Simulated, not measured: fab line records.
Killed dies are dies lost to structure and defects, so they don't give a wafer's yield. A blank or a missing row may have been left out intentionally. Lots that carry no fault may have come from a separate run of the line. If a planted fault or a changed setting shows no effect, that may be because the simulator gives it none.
A lot that was struck, set against a sound lot :: flow sky130 :: 2 out of 708 route steps
Sound: these wafers, L721.1, L721.3, L721.5. Wafers L730.1, L730.2, L730.4 were the ones struck. At the end, the cause is stated.
Each step with rows lists, per side, the tool, then ch with its chambers, then its first start. Under that, the readings that differ: sound wafers :: struck wafers :: difference of the means :: sigmas: that difference in standard deviations of wafers without a fault.
alike: same words and numbers on both sides, and readings whose means sit less than 2 such deviations apart. not compared: any withheld reading, any reading some wafer has no value for, any bound like >300 that may hide the same value, and any number with overlapping values for which the record gives no deviation.
Wherever a step has rows on one side only, a row that says differs or no value, or a row with sigmas, the two part there. Non-overlapping numbers with no deviation appear without sigmas and do not part them. A reading missing from all wafers of one side parts the sides only when that side holds two or more wafers.

SKY_FIELD_ISO_BOW_MEAS_00:
  sound on film metro-01, day 2 11:00; struck on film metro-01, day 4 08:00
  alike: INCOMING_BOW
SKY_FIELD_ISO_OXIDATION_01: stabilise 600 s, purge 300 s, target thk 12 nm.
  sound on furnace-01 ch 0, day 2 11:07; struck on furnace-02, day 4 08:52
  no value came back on the struck wafers for ox temp c (C), ox temp c max, spike tc centre C (C); on the sound wafers ox temp c (C) reads 899.4 899.0 900.2

WHERE THEY PART
Only at SKY_FIELD_ISO_OXIDATION_01, as far as this record shows.

WHY: what the simulator had put in
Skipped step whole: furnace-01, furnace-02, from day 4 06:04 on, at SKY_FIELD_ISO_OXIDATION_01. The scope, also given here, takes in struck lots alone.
